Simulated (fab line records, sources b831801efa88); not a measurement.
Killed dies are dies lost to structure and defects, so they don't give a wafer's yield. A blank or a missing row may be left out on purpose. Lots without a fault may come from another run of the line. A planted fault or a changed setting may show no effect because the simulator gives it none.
fab line records | flow gf180mcu
record lots=24 wafers=72 last_day=34
route steps=602 shown V3@452 M4@458 MIM@508 M5@534 TOP_METAL@573 PASSIVATION@590
lots that met no fault: from a run of the same line without faults
start_h: hours from the record's first day to the start of the lot's first wafer shown | wait_h: hours since the lot's step before | " the same as in the row above | L1.1+2: a row that stands for several wafers | - no value, or no start given | * or withheld: withheld | < > ~ a bound
route shown NAME@n: a module of which the file shows steps, and the number in the route of the first | usual: mean/standard deviation of fault-free wafers | same: alike in all rows | chamber/n: place in a boat | sites: the reading at each site | _std_site: their standard deviation | _edge_site: outer sites' mean less inner sites' | radius_mm: how far each site lies from the wafer's centre | mask NAME#n: copy n | behind: the tool/chamber that last shaped the wafer | hold: why the lot was held/for how many hours/how that ended | device: the transistor (n, p or np) that didn't switch | end of line: the same wafers' tests at the end of the route | a step without rows: its recipe alone | killed: dies lost to structure and defects at the first sort, not the wafer's yield | map: a wafer's dies, x killed, . not, _ none there
set.NAME: the setting as run; set.NAME@STEP: as run at that earlier step | model.NAME: the simulator's own value behind a step, which no gauge read
steps of the route over a sample of lots; a table a step, a row a wafer
services: from which hour (start_h, from the record's first day; less than 0 if before it) a tool's chamber was out of use, for how many hours, and why
## steps
# step GF_V3_CVD_23
# recipe material=W target_thk_nm=350 time_s=104.9 temp_c=400 pressure_torr=40
# usual chamber_pressure_Torr=40.00/0.094 heater_power_w=926/100
# columns lot.wafer tool chamber start_h wait_h chamber_pressure_Torr heater_power_w
L074.1 cvd_w-02 0 513.43 0.0 39.97 835
L074.4 " 1 " " 40.16 831
L074.5 " 1 " " 40.03 853
L075.2 cvd_w-02 1 520.43 0.0 39.92 834
L075.3 " 0 " " 40.03 850
L075.6 " 1 " " 39.94 881
L076.1 cvd_w-01 1 527.18 0.0 39.93 867
L076.3 " 1 " " 40.04 893
L076.5 " 0 " " 39.86 1074
L077.2 cvd_w-01 1 541.83 0.0 40.17 892
L077.4 " 1 " " 40.04 884
L077.5 " 0 " " 39.96 1057
L078.2 cvd_w-01 0 545.83 0.0 39.89 1063
L078.3 " 0 " " 39.93 1071
L078.4 " 1 " " 40.06 849
L079.3 cvd_w-02 0 559.32 0.1 40.04 816
L079.4 " 1 " " 39.81 850
L079.5 " 1 " " 39.95 879
L080.1 cvd_w-01 0 570.31 0.0 40.01 1062
L080.5 " 0 " " 39.92 1079
L080.6 " 1 " " 40.13 869
L081.1 cvd_w-01 0 577.53 0.0 39.99 1068
L081.2 " 1 " " 40.29 899
L081.5 " 1 " " 40.10 893
L082.2 cvd_w-01 1 582.22 0.0 40.10 891
L082.3 " 0 " " 39.82 1103
L082.4 " 1 " " 39.93 869
L083.1 cvd_w-02 1 593.78 0.0 40.06 875
L083.2 " 0 " " 40.01 865
L083.4 " 1 " " 40.24 861
L084.1 cvd_w-02 0 598.75 0.0 39.89 835
L084.2 " 1 " " 40.04 858
L084.6 " 1 " " 40.08 879
L085.4 cvd_w-02 1 600.68 0.1 40.05 841
L085.5 " 1 " " 40.02 864
L085.6 " 0 " " 40.08 839
L086.1 cvd_w-01 0 614.93 0.0 40.01 1093
L086.3 " 1 " " 39.91 880
L086.6 " 0 " " 40.10 1072
L087.1 cvd_w-01 0 621.64 0.0 40.18 1082
L087.4 " 1 " " 40.01 885
L087.5 " 0 " " 39.96 1078
L088.2 cvd_w-01 1 637.58 0.0 40.06 897
L088.3 " 0 " " 39.90 1080
L088.5 " 1 " " 39.94 859
L089.2 cvd_w-01 1 639.59 0.0 40.06 888
L089.3 " 1 " " 40.01 880
L089.4 " 0 " " 40.02 1114
L090.1 cvd_w-02 0 639.82 0.0 39.90 854
L090.2 " 1 " " 40.10 848
L090.5 " 0 " " 40.09 852
L091.1 cvd_w-01 0 658.58 0.0 39.78 1114
L091.5 " 0 " " 40.02 1081
L091.6 " 1 " " 40.09 873
L092.1 cvd_w-01 1 664.58 0.0 40.04 875
L092.2 " 0 " " 39.88 1077
L092.5 " 1 " " 40.05 884
L093.1 cvd_w-02 1 676.88 0.0 39.98 872
L093.4 " 1 " " 39.91 858
L093.6 " 0 " " 39.99 856
L094.1 cvd_w-01 1 678.18 0.0 39.86 895
L094.2 " 0 " " 39.92 1099
L094.3 " 1 " " 39.90 891
L095.1 cvd_w-02 0 682.51 0.0 40.05 835
L095.3 " 1 " " 40.07 850
L095.4 " 0 " " 39.93 838
L096.1 cvd_w-02 1 692.28 0.0 40.02 866
L096.2 " 0 " " 39.96 850
L096.4 " 1 " " 40.04 854
L097.2 cvd_w-01 0 694.11 0.0 40.05 1102
L097.5 " 1 " " 39.99 888
L097.6 " 0 " " 40.06 1103
# step GF_M4_SPUTTER_02
# recipe material=AlCu target_thk_nm=450 power_w=10600 time_s=23.9 chamber_pressure_pa=0.4
# usual cathode_dc_power_W=10600/1.8 throttle_valve_pct=30.0/1.2
# columns lot.wafer tool chamber start_h wait_h cathode_dc_power_W throttle_valve_pct
L074.1 pvd_sputter-03 - 514.15 0.0 10598 31.9
L074.4 " - " " 10599 27.8
L074.5 " - " " 10598 27.7
L075.2 pvd_sputter-04 - 521.15 0.0 10597 30.0
L075.3 " - " " 10601 30.2
L075.6 " - " " 10600 30.7
L076.1 pvd_sputter-02 - 527.90 0.0 10604 29.8
L076.3 " - " " 10596 30.6
L076.5 " - " " 10599 30.9
L077.2 pvd_sputter-02 - 542.55 0.0 10599 30.0
L077.4 " - " " 10600 30.4
L077.5 " - " " 10598 29.9
L078.2 pvd_sputter-04 - 546.55 0.0 10603 30.5
L078.3 " - " " 10599 29.5
L078.4 " - " " 10598 29.7
L079.3 pvd_sputter-03 - 560.00 0.0 10600 27.7
L079.4 " - " " 10604 30.3
L079.5 " - " " 10599 31.8
L080.1 pvd_sputter-02 - 571.04 0.0 10599 30.7
L080.5 " - " " 10602 29.8
L080.6 " - " " 10602 30.6
L081.1 pvd_sputter-03 - 578.25 0.0 10598 30.4
L081.2 " - " " 10603 31.8
L081.5 " - " " 10599 28.3
L082.2 pvd_sputter-04 - 582.94 0.0 10599 30.3
L082.3 " - " " 10601 29.5
L082.4 " - " " 10600 29.5
L083.1 pvd_sputter-04 - 594.51 0.0 10598 30.5
L083.2 " - " " 10600 29.8
L083.4 " - " " 10601 30.0
L084.1 pvd_sputter-02 - 599.47 0.0 10598 29.9
L084.2 " - " " 10598 30.6
L084.6 " - " " 10598 30.7
L085.4 pvd_sputter-02 - 601.37 0.0 10601 30.9
L085.5 " - " " 10599 29.9
L085.6 " - " " 10603 30.6
L086.1 pvd_sputter-02 - 615.65 0.0 10598 30.9
L086.3 " - " " 10599 30.3
L086.6 " - " " 10599 31.0
L087.1 pvd_sputter-03 - 622.38 0.0 10597 27.3
L087.4 " - " " 10601 31.7
L087.5 " - " " 10603 31.8
L088.2 pvd_sputter-04 - 638.51 0.0 10598 30.3
L088.3 " - " " 10603 29.5
L088.5 " - " " 10600 29.7
L089.2 pvd_sputter-03 - 640.31 0.0 10602 30.8
L089.3 " - " " 10601 31.7
L089.4 " - " " 10601 28.0
L090.1 pvd_sputter-04 - 640.54 0.0 10599 30.1
L090.2 " - " " 10600 29.3
L090.5 " - " " 10601 30.0
L091.1 pvd_sputter-03 - 659.32 0.0 10601 30.2
L091.5 " - " " 10599 27.8
L091.6 " - " " 10599 30.2
L092.1 pvd_sputter-04 - 665.30 0.0 10600 30.6
L092.2 " - " " 10598 30.0
L092.5 " - " " 10602 30.7
L093.1 pvd_sputter-03 - 677.62 0.0 10601 31.8
L093.4 " - " " 10602 30.7
L093.6 " - " " 10600 31.7
L094.1 pvd_sputter-03 - 678.92 0.0 10601 30.4
L094.2 " - " " 10604 31.7
L094.3 " - " " 10598 27.6
L095.1 pvd_sputter-02 - 683.23 0.0 10598 30.9
L095.3 " - " " 10599 30.7
L095.4 " - " " 10601 30.7
L096.1 pvd_sputter-03 - 693.00 0.0 10600 27.6
L096.2 " - " " 10601 30.4
L096.4 " - " " 10603 31.9
L097.2 pvd_sputter-04 - 694.84 0.0 10600 30.2
L097.5 " - " " 10596 30.6
L097.6 " - " " 10603 30.2
# step GF_MIM_CVD_05
# recipe material=Si3N4 target_thk_nm=42 temp_max_c=400 temp_c=385 time_s=29.086 rf_w=450
# usual heater_power_w=690/90 temp_max_c=399.98/0.21
# columns lot.wafer tool chamber start_h wait_h heater_power_w temp_max_c
L074.1 pecvd-03 0 562.04 0.0 622 399.84
L074.4 " 1 " " 744 399.43
L074.5 " 0 " " 621 399.77
L075.2 pecvd-04 1 570.00 0.0 639 399.87
L075.3 " 0 " " 835 400.45
L075.6 " 2 " " 590 400.07
L076.1 pecvd-02 0 576.29 0.0 792 399.93
L076.3 " 2 " " 716 399.78
L076.5 " 2 " " 699 400.19
L077.2 pecvd-02 2 589.05 0.0 754 400.21
L077.4 " 0 " " 668 399.80
L077.5 " 2 " " 766 400.14
L078.2 pecvd-02 2 594.24 0.0 733 400.11
L078.3 " 0 " " 730 400.08
L078.4 " 2 " " 729 399.70
L079.3 pecvd-03 1 606.09 0.0 816 399.79
L079.4 " 0 " " 683 399.87
L079.5 " 2 " " 608 399.95
L080.1 pecvd-03 1 616.99 0.0 891 399.97
L080.5 " 1 " " 843 399.81
L080.6 " 0 " " 621 400.14
L081.1 pecvd-03 1 624.08 0.0 878 400.12
L081.2 " 2 " " 621 400.14
L081.5 " 2 " " 625 399.93
L082.2 pecvd-03 2 627.25 0.0 597 399.56
L082.3 " 2 " " 606 399.74
L082.4 " 1 " " 883 400.08
L083.1 pecvd-03 2 638.90 0.0 627 400.04
L083.2 " 0 " " 677 399.86
L083.4 " 2 " " 636 399.87
L084.1 pecvd-02 1 644.09 0.0 630 399.77
L084.2 " 2 " " 686 399.77
L084.6 " 2 " " 690 399.81
L085.4 pecvd-02 2 645.32 0.0 761 400.04
L085.5 " 0 " " 720 399.93
L085.6 " 1 " " 584 399.78
L086.1 pecvd-02 0 657.73 0.0 777 399.92
L086.3 " 2 " " 658 399.84
L086.6 " 0 " " 792 400.04
L087.1 pecvd-02 2 664.74 0.0 668 400.14
L087.4 " 2 " " 680 399.97
L087.5 " 0 " " 635 399.80
L088.2 pecvd-04 1 680.38 0.0 548 400.11
L088.3 " 2 " " 705 399.90
L088.5 " 0 " " 872 400.04
L089.2 pecvd-03 0 682.17 0.0 695 399.68
L089.3 " 1 " " 724 399.49
L089.4 " 0 " " 689 399.60
L090.1 pecvd-02 1 683.24 0.0 619 400.44
L090.2 " 0 " " 715 399.74
L090.5 " 1 " " 643 399.97
L091.1 pecvd-02 0 700.40 0.0 702 400.16
L091.5 " 2 " " 730 400.21
L091.6 " 1 " " 655 400.03
L092.1 pecvd-02 0 706.82 0.0 759 399.98
L092.2 " 1 " " 578 399.91
L092.5 " 0 " " 764 399.93
L093.1 pecvd-02 2 717.69 0.0 749 400.16
L093.4 " 0 " " 633 399.76
L093.6 " 2 " " 783 399.93
L094.1 pecvd-02 2 719.14 0.0 670 400.05
L094.2 " 1 " " 584 400.02
L094.3 " 0 " " 729 400.31
L095.1 pecvd-03 0 722.83 0.0 586 400.26
L095.3 " 0 " " 620 400.09
L095.4 " 1 " " 846 399.88
L096.1 pecvd-04 2 732.16 0.0 700 400.16
L096.2 " 1 " " 494 400.00
L096.4 " 1 " " 500 399.71
L097.2 pecvd-02 0 734.28 0.0 700 399.62
L097.5 " 1 " " 664 399.98
L097.6 " 0 " " 718 399.69
# step GF_M5_OVL_MEAS_08
# usual M5_OVL=3/6.1
# columns lot.wafer tool chamber start_h wait_h M5_OVL[nm]
L074.1 overlay-02 - 605.63 0.1 3
L074.4 " - " " 11
L074.5 " - " " 7
L075.2 overlay-02 - 613.19 0.1 11
L075.3 " - " " 16
L075.6 " - " " 12
L076.1 overlay-02 - 619.48 0.1 1
L076.3 " - " " 1
L076.5 " - " " -1
L077.2 overlay-01 - 630.69 0.1 1
L077.4 " - " " 11
L077.5 " - " " -2
L078.2 overlay-01 - 636.14 0.1 -2
L078.3 " - " " 6
L078.4 " - " " -1
L079.3 overlay-01 - 646.59 0.1 5
L079.4 " - " " 5
L079.5 " - " " 8
L080.1 overlay-01 - 657.03 0.1 2
L080.5 " - " " 6
L080.6 " - " " 9
L081.1 overlay-01 - 664.13 0.1 15
L081.2 " - " " 15
L081.5 " - " " 17
L082.2 overlay-01 - 666.98 0.1 4
L082.3 " - " " 7
L082.4 " - " " 5
L083.1 overlay-02 - 677.78 0.1 -10
L083.2 " - " " 0
L083.4 " - " " -2
L084.1 overlay-01 - 683.08 0.1 0
L084.2 " - " " -3
L084.6 " - " " 3
L085.4 overlay-02 - 684.50 0.1 2
L085.5 " - " " -2
L085.6 " - " " 8
L086.1 overlay-02 - 695.95 0.1 9
L086.3 " - " " 10
L086.6 " - " " 5
L087.1 overlay-01 - 702.98 0.1 3
L087.4 " - " " 3
L087.5 " - " " 8
L088.2 overlay-01 - 717.79 0.1 1
L088.3 " - " " -11
L088.5 " - " " -3
L089.2 overlay-01 - 719.69 0.1 7
L089.3 " - " " 6
L089.4 " - " " 9
L090.1 overlay-02 - 719.80 0.1 -3
L090.2 " - " " -6
L090.5 " - " " 1
L091.1 overlay-02 - 736.28 0.1 0
L091.5 " - " " -1
L091.6 " - " " 0
L092.1 overlay-02 - 742.83 0.1 4
L092.2 " - " " 10
L092.5 " - " " 9
L093.1 overlay-02 - 751.58 0.1 12
L093.4 " - " " 14
L093.6 " - " " 12
L094.1 overlay-02 - 753.68 0.1 -5
L094.2 " - " " -1
L094.3 " - " " -1
L095.1 overlay-01 - 757.28 0.1 0
L095.3 " - " " -7
L095.4 " - " " -2
L096.1 overlay-01 - 766.73 0.1 -7
L096.2 " - " " -9
L096.4 " - " " -7
L097.2 overlay-01 - 768.09 0.1 1
L097.5 " - " " -2
L097.6 " - " " 0
# step GF_TOP_METAL_THK_MEAS_06
# recipe thk_meas_gauge=xrf reads=AlCu_of_TOP_METAL_SPUTTER_02
# usual TOP_METAL_ALCU_THK=924/12
# columns lot.wafer tool chamber start_h wait_h TOP_METAL_ALCU_THK[nm]
L074.1 film_metro-01 - 629.92 0.1 932
L074.4 " - " " 944
L074.5 " - " " 951
L075.2 film_metro-02 - 637.23 0.1 901
L075.3 " - " " 913
L075.6 " - " " 904
L076.1 film_metro-01 - 643.00 0.1 935
L076.3 " - " " 932
L076.5 " - " " 932
L077.2 film_metro-02 - 653.35 0.1 926
L077.4 " - " " 939
L077.5 " - " " 939
L078.2 film_metro-02 - 658.57 0.1 910
L078.3 " - " " 914
L078.4 " - " " 918
L079.3 film_metro-01 - 669.76 0.1 937
L079.4 " - " " 930
L079.5 " - " " 937
L080.1 film_metro-02 - 679.49 0.1 938
L080.5 " - " " 923
L080.6 " - " " 925
L081.1 film_metro-04 - 687.29 0.1 918
L081.2 " - " " 903
L081.5 " - " " 913
L082.2 film_metro-02 - 689.15 0.1 909
L082.3 " - " " 914
L082.4 " - " " 917
L083.1 film_metro-02 - 699.87 0.1 909
L083.2 " - " " 923
L083.4 " - " " 902
L084.1 film_metro-02 - 704.59 0.1 914
L084.2 " - " " 918
L084.6 " - " " 915
L085.4 film_metro-01 - 705.72 0.1 918
L085.5 " - " " 930
L085.6 " - " " 921
L086.1 film_metro-02 - 717.18 0.1 923
L086.3 " - " " 928
L086.6 " - " " 922
L087.1 film_metro-01 - 724.40 0.1 912
L087.4 " - " " 934
L087.5 " - " " 924
L088.2 film_metro-02 - 738.49 0.1 928
L088.3 " - " " 944
L088.5 " - " " 908
L089.2 film_metro-04 - 740.37 0.1 941
L089.3 " - " " 909
L089.4 " - " " 924
L090.1 film_metro-04 - 740.66 0.1 924
L090.2 " - " " 925
L090.5 " - " " 926
L091.1 film_metro-02 - 756.29 0.1 930
L091.5 " - " " 932
L091.6 " - " " 914
L092.1 film_metro-02 - 762.42 0.1 931
L092.2 " - " " 931
L092.5 " - " " 932
L093.1 film_metro-02 - 771.11 0.1 923
L093.4 " - " " 917
L093.6 " - " " 916
L094.1 film_metro-01 - 773.41 0.1 929
L094.2 " - " " 940
L094.3 " - " " 923
L095.1 film_metro-01 - 775.88 0.1 929
L095.3 " - " " 923
L095.4 " - " " 928
L096.1 film_metro-01 - 785.48 0.1 937
L096.2 " - " " 935
L096.4 " - " " 921
L097.2 film_metro-01 - 786.54 0.1 936
L097.5 " - " " 933
L097.6 " - " " 930
# step GF_PASSIVATION_THK_MEAS_03
# recipe reads=Si3N4_of_PASSIVATION_CVD_02
# usual PASSIVATION_CVD_02_THK=700/8.9
# columns lot.wafer tool chamber start_h wait_h PASSIVATION_CVD_02_THK[nm]
L074.1 film_metro-03 - 650.26 0.1 693
L074.4 " - " " 706
L074.5 " - " " 707
L075.2 film_metro-01 - 657.16 0.2 698
L075.3 " - " " 692
L075.6 " - " " 710
L076.1 film_metro-01 - 663.60 0.1 707
L076.3 " - " " 701
L076.5 " - " " 723
L077.2 film_metro-04 - 673.71 0.2 688
L077.4 " - " " 705
L077.5 " - " " 704
L078.2 film_metro-04 - 678.56 0.2 700
L078.3 " - " " 691
L078.4 " - " " 695
L079.3 film_metro-04 - 690.12 0.2 686
L079.4 " - " " 697
L079.5 " - " " 702
L080.1 film_metro-04 - 699.65 0.1 694
L080.5 " - " " 702
L080.6 " - " " 715
L081.1 film_metro-01 - 706.61 0.1 695
L081.2 " - " " 695
L081.5 " - " " 713
L082.2 film_metro-01 - 708.96 0.2 693
L082.3 " - " " 695
L082.4 " - " " 700
L083.1 film_metro-01 - 719.25 0.1 704
L083.2 " - " " 698
L083.4 " - " " 711
L084.1 film_metro-04 - 724.30 0.3 694
L084.2 " - " " 694
L084.6 " - " " 694
L085.4 film_metro-03 - 725.06 0.2 697
L085.5 " - " " 707
L085.6 " - " " 697
L086.1 film_metro-04 - 736.36 0.1 680
L086.3 " - " " 691
L086.6 " - " " 706
L087.1 film_metro-01 - 742.81 0.1 698
L087.4 " - " " 709
L087.5 " - " " 710
L088.2 film_metro-03 - 756.09 0.2 698
L088.3 " - " " 695
L088.5 " - " " 723
L089.2 film_metro-01 - 757.71 0.2 694
L089.3 " - " " 700
L089.4 " - " " 706
L090.1 film_metro-01 - 758.03 0.1 687
L090.2 " - " " 682
L090.5 " - " " 694
L091.1 film_metro-01 - 773.82 0.1 694
L091.5 " - " " 710
L091.6 " - " " 702
L092.1 film_metro-04 - 780.04 0.1 699
L092.2 " - " " 685
L092.5 " - " " 710
L093.1 film_metro-04 - 787.71 0.1 687
L093.4 " - " " 704
L093.6 " - " " 706
L094.1 film_metro-04 - 790.15 0.1 695
L094.2 " - " " 696
L094.3 " - " " 691
L095.1 film_metro-04 - 791.95 0.1 696
L095.3 " - " " 701
L095.4 " - " " 706
L096.1 film_metro-01 - 801.89 0.1 714
L096.2 " - " " 705
L096.4 " - " " 702
L097.2 film_metro-01 - 803.30 0.2 704
L097.5 " - " " 709
L097.6 " - " " 709
## services
# columns tool chamber start_h hours kind
pecvd-03 - 493.33 5.5 pm
pvd_sputter-03 - 523.74 8.0 repair
pecvd-02 - 531.10 1.1 repair
cvd_w-01 - 534.31 0.2 repair
pecvd-04 2 557.00 5.0 repair
cvd_w-01 - 588.90 6.0 pm
pecvd-04 - 591.12 14.0 pm
pvd_sputter-04 - 596.07 2.4 repair
pecvd-03 - 605.13 0.6 repair
pecvd-03 0 625.07 4.4 repair
pvd_sputter-03 - 633.66 1.8 repair
pecvd-02 1 657.72 3.9 repair
pvd_sputter-02 - 664.62 0.8 repair
pvd_sputter-03 0 664.94 - consumable_replace:kit
pvd_sputter-03 0 664.94 18.0 scheduled_down
pvd_sputter-03 0 664.94 18.0 vent_cycle
pvd_sputter-03 - 665.61 1.4 repair
pvd_sputter-04 - 677.23 2.5 repair
pvd_sputter-04 - 680.46 2.8 repair
cvd_w-02 - 694.89 6.0 pm
pvd_sputter-04 0 701.87 - consumable_replace:kit
pecvd-03 2 714.11 13.9 repair
pecvd-04 - 727.72 3.1 repair
cvd_w-02 - 728.12 14.6 pm
## key
fault none
